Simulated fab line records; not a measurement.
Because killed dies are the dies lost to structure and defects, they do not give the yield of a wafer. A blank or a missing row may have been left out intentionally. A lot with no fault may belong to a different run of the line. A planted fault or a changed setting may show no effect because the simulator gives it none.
fab line records    flow sky130
record: lots: 24  wafers: 72  last_day: 50
route steps=708 shown VIA3@576 METAL4@602 CAP2M@615 METAL5@662 PASSIVATION@684
lots untouched by any fault: they come from a run of this same line in which no faults occurred
start_h: the number of hours between the record's first day and the start of the first shown wafer of the lot    wait_h: hours elapsed since this lot's preceding step    " same as the row above    L1.1+2: a row that stands for several wafers    - either no value or no given start    * or withheld: withheld    < > ~ a bound
route shown NAME@n: a module of which the file shows steps, and the number in the route of the first    usual: mean/standard deviation taken from wafers without a fault    same: alike in all rows    chamber/n: place in a boat    sites: per-site readings    _std_site: their standard deviation    _edge_site: inner sites' mean taken away from outer sites' mean    radius_mm: for every site, how far away it sits from the centre of the wafer    mask NAME#n: copy n    behind: the tool/chamber that last shaped the wafer    hold: the reason the lot was held/the length of the hold in hours/how it ended    device: the n, p or np transistor that did not switch    end of line: tests of these same wafers at the route's end    a step with no rows: only its recipe    killed: dies that structure and defects cost at the first sort, which is not the same as the wafer's yield    map: shows each die of a wafer: x if killed, . if not, _ if none is there
set.NAME: the setting the step ran with; set.NAME@STEP: the setting that earlier step ran with    model.NAME: the simulator's own value behind a step, which no gauge read
steps of the route over a sample of lots; a table a step, a row a wafer
services: the hour from which a tool's chamber was out of use, counted from the record's first day as start_h (under 0 if before that day), plus the number of hours and why
== steps ==
step: SKY_VIA3_BOW_MEAS_03
recipe: mode: bow
usual: VIA3_BOW: 83/7.7
lot.wafer  tool           chamber  start_h  wait_h  VIA3_BOW[um]
L074.3     film_metro-01  -        897.04   0.1     94
L074.4     "              -        "        "       97
L074.5     "              -        "        "       88
L075.4     film_metro-01  -        914.32   0.3     83
L075.5     "              -        "        "       89
L075.6     "              -        "        "       85
L076.1     film_metro-03  -        915.29   0.1     82
L076.3     "              -        "        "       77
L076.5     "              -        "        "       67
L077.3     film_metro-02  -        930.35   0.2     81
L077.5     "              -        "        "       92
L077.6     "              -        "        "       90
L078.1     film_metro-01  -        931.07   0.1     80
L078.4     "              -        "        "       73
L078.5     "              -        "        "       86
L079.1     film_metro-03  -        946.26   0.1     80
L079.3     "              -        "        "       87
L079.5     "              -        "        "       96
L080.2     film_metro-02  -        948.30   0.3     77
L080.3     "              -        "        "       91
L080.6     "              -        "        "       78
L081.1     film_metro-03  -        954.38   0.1     71
L081.2     "              -        "        "       85
L081.4     "              -        "        "       90
L083.2     film_metro-01  -        973.25   0.2     84
L083.4     "              -        "        "       88
L083.6     "              -        "        "       91
L082.1     film_metro-02  -        975.19   0.2     84
L082.3     "              -        "        "       86
L082.6     "              -        "        "       99
L084.1     film_metro-02  -        983.88   0.2     91
L084.5     "              -        "        "       81
L084.6     "              -        "        "       90
L085.1     film_metro-02  -        984.58   0.2     80
L085.5     "              -        "        "       98
L085.6     "              -        "        "       85
L086.1     film_metro-01  -        990.53   0.1     94
L086.2     "              -        "        "       84
L086.5     "              -        "        "       81
L087.2     film_metro-01  -        995.71   0.3     85
L087.3     "              -        "        "       89
L087.5     "              -        "        "       79
L088.1     film_metro-01  -        1003.28  0.2     88
L088.2     "              -        "        "       77
L088.4     "              -        "        "       86
L089.2     film_metro-02  -        1012.14  0.3     83
L089.4     "              -        "        "       92
L089.5     "              -        "        "       87
L090.1     film_metro-02  -        1018.63  0.1     92
L090.4     "              -        "        "       79
L090.6     "              -        "        "       77
L092.1     film_metro-02  -        1022.59  0.3     80
L092.5     "              -        "        "       81
L092.6     "              -        "        "       89
L091.1     film_metro-02  -        1025.54  0.2     88
L091.2     "              -        "        "       70
L091.3     "              -        "        "       72
L093.1     film_metro-01  -        1034.63  0.2     71
L093.2     "              -        "        "       73
L093.5     "              -        "        "       74
L094.1     film_metro-03  -        1039.16  0.2     96
L094.3     "              -        "        "       90
L094.4     "              -        "        "       80
L095.2     film_metro-02  -        1044.54  0.3     84
L095.3     "              -        "        "       83
L095.5     "              -        "        "       84
L096.2     film_metro-01  -        1054.08  0.3     95
L096.3     "              -        "        "       85
L096.5     "              -        "        "       81
L097.1     film_metro-03  -        1060.97  0.1     74
L097.5     "              -        "        "       81
L097.6     "              -        "        "       70
step: SKY_METAL4_SPUTTER_04
recipe: material: TiN  target_thk_nm: 70  power_w: 6500  time_s: 58.3  chamber_pressure_pa: 0.4
usual: chamber_pressure_pa: 0.4001/0.00083  throttle_valve_pct: 30.0/0.98
same: time_s: 58.3
lot.wafer  tool            chamber  start_h  wait_h  chamber_pressure_pa  throttle_valve_pct
L074.3     pvd_sputter-04  -        923.97   0.0     0.4016               28.5
L074.4     "               -        "        "       0.3992               31.3
L074.5     "               -        "        "       0.4001               31.1
L075.4     pvd_sputter-01  -        940.62   0.0     0.3996               30.3
L075.5     "               -        "        "       0.3994               31.9
L075.6     "               -        "        "       0.3994               30.4
L076.1     pvd_sputter-04  -        942.04   0.0     0.3980               28.3
L076.3     "               -        "        "       0.4012               29.4
L076.5     "               -        "        "       0.3994               30.9
L077.3     pvd_sputter-01  -        956.97   0.0     0.3997               32.0
L077.5     "               -        "        "       0.3990               30.6
L077.6     "               -        "        "       0.4005               28.7
L078.1     pvd_sputter-04  -        957.84   0.0     0.3984               28.4
L078.4     "               -        "        "       0.4007               31.0
L078.5     "               -        "        "       0.4011               29.8
L079.1     pvd_sputter-01  -        972.01   0.0     0.3997               31.5
L079.3     "               -        "        "       0.4000               28.7
L079.5     "               -        "        "       0.3996               29.3
L080.2     pvd_sputter-03  -        973.64   0.0     0.4011               29.4
L080.3     "               -        "        "       0.4006               30.9
L080.6     "               -        "        "       0.3986               29.6
L081.1     pvd_sputter-04  -        979.91   0.0     0.3994               28.4
L081.2     "               -        "        "       0.4009               29.9
L081.4     "               -        "        "       0.4014               29.2
L083.2     pvd_sputter-03  -        998.97   0.0     0.4016               29.8
L083.4     "               -        "        "       0.3997               30.9
L083.6     "               -        "        "       0.4004               31.0
L082.1     pvd_sputter-01  -        1000.49  0.0     0.4010               28.5
L082.3     "               -        "        "       0.4004               29.4
L082.6     "               -        "        "       0.3992               30.2
L084.1     pvd_sputter-03  -        1009.33  0.0     0.4006               29.3
L084.5     "               -        "        "       0.3996               29.8
L084.6     "               -        "        "       0.4005               31.0
L085.1     pvd_sputter-04  -        1009.99  0.0     0.4008               30.0
L085.5     "               -        "        "       0.3991               30.0
L085.6     "               -        "        "       0.4003               29.0
L086.1     pvd_sputter-04  -        1015.19  0.0     0.4018               29.3
L086.2     "               -        "        "       0.4007               30.1
L086.5     "               -        "        "       0.3992               29.0
L087.2     pvd_sputter-03  -        1020.46  0.0     0.4009               30.8
L087.3     "               -        "        "       0.4010               29.3
L087.5     "               -        "        "       0.4025               29.5
L088.1     pvd_sputter-01  -        1027.82  0.0     0.4014               30.6
L088.2     "               -        "        "       0.3998               29.4
L088.4     "               -        "        "       0.3990               31.8
L089.2     pvd_sputter-03  -        1036.27  0.0     0.3987               30.8
L089.4     "               -        "        "       0.3996               30.9
L089.5     "               -        "        "       0.3996               29.4
L090.1     pvd_sputter-04  -        1042.81  0.0     0.3987               31.0
L090.4     "               -        "        "       0.4007               30.2
L090.6     "               -        "        "       0.3995               31.1
L092.1     pvd_sputter-01  -        1046.46  0.0     0.4008               31.8
L092.5     "               -        "        "       0.4007               30.5
L092.6     "               -        "        "       0.3998               28.7
L091.1     pvd_sputter-03  -        1049.79  0.0     0.4003               30.8
L091.2     "               -        "        "       0.3993               29.3
L091.3     "               -        "        "       0.3998               31.0
L093.1     pvd_sputter-03  -        1057.95  0.0     0.4008               30.9
L093.2     "               -        "        "       0.4014               29.1
L093.5     "               -        "        "       0.4004               29.4
L094.1     pvd_sputter-04  -        1062.58  0.0     0.3997               30.0
L094.3     "               -        "        "       0.3998               29.3
L094.4     "               -        "        "       0.3994               28.4
L095.2     pvd_sputter-03  -        1066.79  0.0     0.4002               29.2
L095.3     "               -        "        "       0.4001               31.0
L095.5     "               -        "        "       0.4014               31.0
L096.2     pvd_sputter-03  -        1077.00  0.0     0.4006               29.3
L096.3     "               -        "        "       0.3994               30.7
L096.5     "               -        "        "       0.3996               31.0
L097.1     pvd_sputter-03  -        1083.53  0.0     0.4001               30.9
L097.5     "               -        "        "       0.3996               30.9
L097.6     "               -        "        "       0.3995               31.0
step: SKY_CAP2M_OVL_MEAS_12
usual: CAP2M_OVL: -0.6/1.5
lot.wafer  tool        chamber  start_h  wait_h  CAP2M_OVL[nm]
L074.3     overlay-01  -        949.57   0.1     1.0
L074.4     "           -        "        "       0.2
L074.5     "           -        "        "       -0.3
L075.4     overlay-01  -        964.70   0.1     -0.7
L075.5     "           -        "        "       -3.9
L075.6     "           -        "        "       -0.9
L076.1     overlay-01  -        966.08   0.1     -0.7
L076.3     "           -        "        "       1.4
L076.5     "           -        "        "       0.5
L077.3     overlay-01  -        980.62   0.1     -0.1
L077.5     "           -        "        "       0.4
L077.6     "           -        "        "       1.2
L078.1     overlay-01  -        981.80   0.1     2.2
L078.4     "           -        "        "       1.7
L078.5     "           -        "        "       1.6
L079.1     overlay-01  -        995.41   0.1     -1.4
L079.3     "           -        "        "       -0.2
L079.5     "           -        "        "       -0.8
L080.2     overlay-02  -        997.41   0.1     -0.3
L080.3     "           -        "        "       -2.3
L080.6     "           -        "        "       -1.1
L081.1     overlay-02  -        1003.81  0.1     -0.5
L081.2     "           -        "        "       -1.8
L081.4     "           -        "        "       -1.8
L083.2     overlay-02  -        1022.47  0.1     -1.0
L083.4     "           -        "        "       -3.3
L083.6     "           -        "        "       -2.5
L082.1     overlay-02  -        1023.57  0.1     -2.8
L082.3     "           -        "        "       -1.8
L082.6     "           -        "        "       -2.1
L084.1     overlay-01  -        1031.88  0.1     -1.5
L084.5     "           -        "        "       -1.0
L084.6     "           -        "        "       -1.2
L085.1     overlay-01  -        1032.26  0.1     -1.1
L085.5     "           -        "        "       0.2
L085.6     "           -        "        "       -2.7
L086.1     overlay-01  -        1037.52  0.1     -0.4
L086.2     "           -        "        "       2.5
L086.5     "           -        "        "       1.1
L087.2     overlay-02  -        1043.17  0.1     -0.9
L087.3     "           -        "        "       -3.2
L087.5     "           -        "        "       -2.4
L088.1     overlay-02  -        1050.12  0.1     -1.9
L088.2     "           -        "        "       -1.5
L088.4     "           -        "        "       -1.6
L089.2     overlay-01  -        1058.56  0.1     -3.1
L089.4     "           -        "        "       -0.7
L089.5     "           -        "        "       -2.2
L090.1     overlay-02  -        1064.02  0.1     -0.1
L090.4     "           -        "        "       -0.9
L090.6     "           -        "        "       -2.3
L092.1     overlay-01  -        1067.78  0.1     2.1
L092.5     "           -        "        "       -0.2
L092.6     "           -        "        "       0.4
L091.1     overlay-02  -        1071.11  0.1     -1.6
L091.2     "           -        "        "       1.0
L091.3     "           -        "        "       0.2
L093.1     overlay-01  -        1079.12  0.1     0.6
L093.2     "           -        "        "       -0.3
L093.5     "           -        "        "       0.6
L094.1     overlay-01  -        1083.71  0.1     -0.2
L094.3     "           -        "        "       0.4
L094.4     "           -        "        "       1.2
L095.2     overlay-01  -        1087.62  0.1     0.2
L095.3     "           -        "        "       0.0
L095.5     "           -        "        "       0.2
L096.2     overlay-02  -        1097.66  0.1     -1.8
L096.3     "           -        "        "       -1.7
L096.5     "           -        "        "       -1.9
L097.1     overlay-02  -        1103.97  0.1     0.1
L097.5     "           -        "        "       -0.3
L097.6     "           -        "        "       -2.3
step: SKY_METAL4_ETCH_17
recipe: target: SiO2  stop_on: TiN  chemistry: C4F8/O2/Ar  source_w: 1500  bias_w: 1200  pressure_mtorr: 40  c4f8_flow_sccm: withheld  O2_flow_sccm: 6  Ar_flow_sccm: 300  time_s: 3.9  target_depth_a: 150
usual: oes_product_au: 0.758/0.0076
same: time_s: 3.9
lot.wafer  tool         chamber  start_h  wait_h  oes_product_au  rf_hours_counter_h
L074.3     rie_diel-02  2        974.60   0.0     0.765           6
L074.4     "            2        "        "       0.759           -
L074.5     "            3        "        "       0.752           -
L075.4     rie_diel-03  2        988.59   0.0     0.774           12
L075.5     "            3        "        "       0.753           -
L075.6     "            2        "        "       0.762           -
L076.1     rie_diel-04  2        990.34   0.1     0.754           13
L076.3     "            3        "        "       0.782           12
L076.5     "            1        "        "       0.762           -
L077.3     rie_diel-04  1        1005.05  0.0     0.757           15
L077.5     "            3        "        "       0.757           -
L077.6     "            1        "        "       0.762           -
L078.1     rie_diel-03  3        1006.65  0.1     0.759           9
L078.4     "            0        "        "       0.757           13
L078.5     "            1        "        "       0.765           -
L079.1     rie_diel-03  0        1019.45  0.1     0.753           13
L079.3     "            1        "        "       0.754           11
L079.5     "            3        "        "       0.751           -
L080.2     rie_diel-02  1        1020.90  0.1     0.754           16
L080.3     "            2        "        "       0.751           8
L080.6     "            3        "        "       0.748           -
L081.1     rie_diel-03  2        1027.40  0.1     0.762           13
L081.2     "            1        "        "       0.751           11
L081.4     "            3        "        "       0.761           10
L083.2     rie_diel-03  0        1046.24  0.1     0.750           14
L083.4     "            2        "        "       0.757           14
L083.6     "            1        "        "       0.751           -
L082.1     rie_diel-03  3        1047.15  0.1     0.752           11
L082.3     "            2        "        "       0.754           14
L082.6     "            0        "        "       0.772           -
L084.1     rie_diel-02  0        1054.80  0.1     0.756           12
L084.5     "            2        "        "       0.765           -
L084.6     "            3        "        "       0.756           -
L085.1     rie_diel-04  2        1054.90  0.1     0.749           16
L085.5     "            1        "        "       0.770           -
L085.6     "            0        "        "       0.767           -
L086.1     rie_diel-02  1        1060.25  0.1     0.760           16
L086.2     "            3        "        "       0.760           7
L086.5     "            3        "        "       0.762           -
L087.2     rie_diel-04  0        1065.10  0.1     0.762           25
L087.3     "            1        "        "       0.761           18
L087.5     "            1        "        "       0.763           -
L088.1     rie_diel-02  3        1072.09  0.1     0.741           7
L088.2     "            0        "        "       0.765           12
L088.4     "            2        "        "       0.771           8
L089.2     rie_diel-02  2        1080.10  0.1     0.740           9
L089.4     "            1        "        "       0.753           17
L089.5     "            0        "        "       0.762           -
L090.1     rie_diel-02  0        1086.25  0.1     0.754           13
L090.4     "            2        "        "       0.767           9
L090.6     "            3        "        "       0.752           -
L092.1     rie_diel-04  2        1089.85  0.1     0.759           17
L092.5     "            2        "        "       0.759           -
L092.6     "            3        "        "       0.751           -
L091.1     rie_diel-03  2        1092.95  0.1     0.753           16
L091.2     "            1        "        "       0.764           13
L091.3     "            3        "        "       0.752           12
L093.1     rie_diel-04  3        1100.75  0.1     0.765           16
L093.2     "            2        "        "       0.750           17
L093.5     "            0        "        "       0.761           -
L094.1     rie_diel-02  3        1105.49  0.1     0.760           8
L094.3     "            1        "        "       0.751           17
L094.4     "            2        "        "       0.766           9
L095.2     rie_diel-03  0        1109.04  0.1     0.751           17
L095.3     "            3        "        "       0.753           13
L095.5     "            3        "        "       0.774           -
L096.2     rie_diel-04  1        1118.95  0.1     0.758           19
L096.3     "            3        "        "       0.745           17
L096.5     "            1        "        "       0.762           -
L097.1     rie_diel-04  0        1124.75  0.1     0.755           27
L097.5     "            0        "        "       0.756           -
L097.6     "            3        "        "       0.772           -
step: SKY_METAL5_SPUTTER_01
recipe: material: TiN  target_thk_nm: 20  power_w: 6500  time_s: 16.7  chamber_pressure_pa: 0.4
usual: chamber_pressure_pa: 0.3999/0.00072  throttle_valve_pct: 30.3/1
same: time_s: 16.7
lot.wafer  tool            chamber  start_h  wait_h  chamber_pressure_pa  throttle_valve_pct
L074.3     pvd_sputter-01  -        1000.77  0.0     0.4002               31.7
L074.4     "               -        "        "       0.4004               28.6
L074.5     "               -        "        "       0.3998               31.8
L075.4     pvd_sputter-02  -        1014.55  0.0     0.3997               29.5
L075.5     "               -        "        "       0.3997               31.0
L075.6     "               -        "        "       0.3988               29.4
L076.1     pvd_sputter-02  -        1015.84  0.0     0.4002               31.2
L076.3     "               -        "        "       0.3995               29.3
L076.5     "               -        "        "       0.3994               31.0
L077.3     pvd_sputter-01  -        1030.58  0.0     0.3999               28.7
L077.5     "               -        "        "       0.3999               28.9
L077.6     "               -        "        "       0.4012               32.0
L078.1     pvd_sputter-02  -        1031.18  0.0     0.4001               31.3
L078.4     "               -        "        "       0.4001               30.9
L078.5     "               -        "        "       0.3993               29.5
L079.1     pvd_sputter-04  -        1044.95  0.0     0.3982               29.3
L079.3     "               -        "        "       0.4004               28.5
L079.5     "               -        "        "       0.3991               28.9
L080.2     pvd_sputter-04  -        1045.93  0.0     0.3992               28.6
L080.3     "               -        "        "       0.3997               31.0
L080.6     "               -        "        "       0.3988               29.2
L081.1     pvd_sputter-04  -        1052.34  0.0     0.4000               28.7
L081.2     "               -        "        "       0.3999               31.3
L081.4     "               -        "        "       0.3997               29.3
L083.2     pvd_sputter-01  -        1070.26  0.0     0.3999               28.4
L083.4     "               -        "        "       0.4000               30.1
L083.6     "               -        "        "       0.3992               29.4
L082.1     pvd_sputter-02  -        1071.07  0.0     0.4007               31.0
L082.3     "               -        "        "       0.4008               31.1
L082.6     "               -        "        "       0.3997               31.2
L084.1     pvd_sputter-02  -        1078.69  0.0     0.3998               31.2
L084.5     "               -        "        "       0.4010               30.7
L084.6     "               -        "        "       0.3996               31.2
L085.1     pvd_sputter-04  -        1078.99  0.0     0.3995               28.6
L085.5     "               -        "        "       0.3993               30.4
L085.6     "               -        "        "       0.3983               28.5
L086.1     pvd_sputter-02  -        1083.57  0.0     0.3992               30.9
L086.2     "               -        "        "       0.4005               31.3
L086.5     "               -        "        "       0.3991               29.3
L087.2     pvd_sputter-04  -        1088.74  0.0     0.3994               29.2
L087.3     "               -        "        "       0.3992               29.7
L087.5     "               -        "        "       0.4006               30.1
L088.1     pvd_sputter-02  -        1096.26  0.0     0.4012               29.4
L088.2     "               -        "        "       0.4006               31.5
L088.4     "               -        "        "       0.3996               29.1
L089.2     pvd_sputter-02  -        1103.68  0.0     0.3998               29.4
L089.4     "               -        "        "       0.3997               31.1
L089.5     "               -        "        "       0.4001               31.0
L090.1     pvd_sputter-04  -        1109.22  0.0     0.4002               30.2
L090.4     "               -        "        "       0.3992               29.2
L090.6     "               -        "        "       0.3998               30.8
L092.1     pvd_sputter-01  -        1112.73  0.0     0.4004               29.6
L092.5     "               -        "        "       0.4000               28.6
L092.6     "               -        "        "       0.4005               29.5
L091.1     pvd_sputter-02  -        1116.20  0.0     0.4011               31.0
L091.2     "               -        "        "       0.4005               31.0
L091.3     "               -        "        "       0.4010               31.3
L093.1     pvd_sputter-02  -        1122.95  0.0     0.4002               29.6
L093.2     "               -        "        "       0.4011               31.1
L093.5     "               -        "        "       0.3989               29.4
L094.1     pvd_sputter-01  -        1127.73  0.0     0.3999               31.8
L094.3     "               -        "        "       0.4007               29.4
L094.4     "               -        "        "       0.4014               28.8
L095.2     pvd_sputter-02  -        1130.78  0.0     0.3982               31.1
L095.3     "               -        "        "       0.3990               31.4
L095.5     "               -        "        "       0.3990               31.4
L096.2     pvd_sputter-01  -        1141.61  0.0     0.3994               30.2
L096.3     "               -        "        "       0.4006               31.7
L096.5     "               -        "        "       0.3998               31.8
L097.1     pvd_sputter-04  -        1146.24  0.0     0.3997               30.2
L097.5     "               -        "        "       0.4008               31.1
L097.6     "               -        "        "       0.4000               28.3
step: SKY_PASSIVATION_THK_MEAS_03
recipe: reads: Si3N4_of_PASSIVATION_CVD_02
usual: PASSIVATION_CVD_02_THK: 541/7.9
lot.wafer  tool           chamber  start_h  wait_h  PASSIVATION_CVD_02_THK[nm]
L074.3     film_metro-01  -        1024.94  -       534
L074.4     "              -        "        "       551
L074.5     "              -        "        "       555
L075.4     film_metro-02  -        1038.02  -       551
L075.5     "              -        "        "       550
L075.6     "              -        "        "       549
L076.1     film_metro-01  -        1039.46  -       533
L076.3     "              -        "        "       543
L076.5     "              -        "        "       542
L077.3     film_metro-03  -        1054.33  -       537
L077.5     "              -        "        "       547
L077.6     "              -        "        "       536
L078.1     film_metro-02  -        1054.72  -       544
L078.4     "              -        "        "       553
L078.5     "              -        "        "       547
L079.1     film_metro-03  -        1067.25  -       532
L079.3     "              -        "        "       543
L079.5     "              -        "        "       537
L080.2     film_metro-01  -        1068.33  -       548
L080.3     "              -        "        "       528
L080.6     "              -        "        "       539
L081.1     film_metro-03  -        1074.84  -       534
L081.2     "              -        "        "       543
L081.4     "              -        "        "       543
L083.2     film_metro-03  -        1092.12  -       540
L083.4     "              -        "        "       548
L083.6     "              -        "        "       537
L082.1     film_metro-02  -        1093.18  -       541
L082.3     "              -        "        "       539
L082.6     "              -        "        "       544
L084.1     film_metro-01  -        1100.99  -       539
L084.5     "              -        "        "       544
L084.6     "              -        "        "       549
L085.1     film_metro-03  -        1101.07  -       536
L085.5     "              -        "        "       552
L085.6     "              -        "        "       552
L086.1     film_metro-03  -        1104.26  -       550
L086.2     "              -        "        "       541
L086.5     "              -        "        "       556
L087.2     film_metro-02  -        1109.86  -       532
L087.3     "              -        "        "       528
L087.5     "              -        "        "       541
L088.1     film_metro-03  -        1117.83  -       537
L088.2     "              -        "        "       537
L088.4     "              -        "        "       544
L089.2     film_metro-02  -        1124.18  -       540
L089.4     "              -        "        "       550
L089.5     "              -        "        "       543
L090.1     film_metro-01  -        1129.44  -       532
L090.4     "              -        "        "       539
L090.6     "              -        "        "       555
L092.1     film_metro-03  -        1133.65  -       551
L092.5     "              -        "        "       537
L092.6     "              -        "        "       556
L091.1     film_metro-01  -        1136.95  -       547
L091.2     "              -        "        "       544
L091.3     "              -        "        "       536
L093.1     film_metro-02  -        1143.43  -       534
L093.2     "              -        "        "       529
L093.5     "              -        "        "       540
L094.1     film_metro-01  -        1148.25  -       526
L094.3     "              -        "        "       545
L094.4     "              -        "        "       543
L095.2     film_metro-02  -        1150.44  -       528
L095.3     "              -        "        "       539
L095.5     "              -        "        "       540
L096.2     film_metro-02  -        1160.50  -       530
L096.3     "              -        "        "       533
L096.5     "              -        "        "       530
L097.1     film_metro-02  -        1165.53  -       539
L097.5     "              -        "        "       540
L097.6     "              -        "        "       541
== services ==
tool            chamber  start_h  hours  kind
pvd_sputter-01  -        905.09   2.3    repair
pvd_sputter-03  -        917.65   5.4    repair
rie_diel-04     3        925.11   9.0    repair
pvd_sputter-02  -        947.45   3.3    repair
pvd_sputter-04  -        950.41   0.5    repair
pvd_sputter-03  -        958.88   1.4    repair
rie_diel-02     -        958.99   2.8    pm
rie_diel-04     0        959.41   66.6   repair
pvd_sputter-04  -        968.39   8.1    repair
rie_diel-02     1        968.82   15.5   repair
pvd_sputter-04  -        1015.78  14.1   repair
rie_diel-02     -        1025.54  28.1   pm
rie_diel-03     3        1031.99  12.2   repair
rie_diel-04     -        1042.48  4.7    repair
rie_diel-03     0        1042.60  2.7    repair
pvd_sputter-02  -        1045.33  0.7    repair
pvd_sputter-04  -        1055.14  7.1    repair
pvd_sputter-02  -        1087.78  2.1    repair
rie_diel-04     1        1089.59  3.3    repair
rie_diel-04     -        1091.22  4.0    pm
rie_diel-02     -        1105.86  10.0   pm
pvd_sputter-02  -        1117.22  2.3    repair
pvd_sputter-03  -        1120.16  9.0    repair
pvd_sputter-01  -        1134.04  1.6    repair
== key ==
fault none
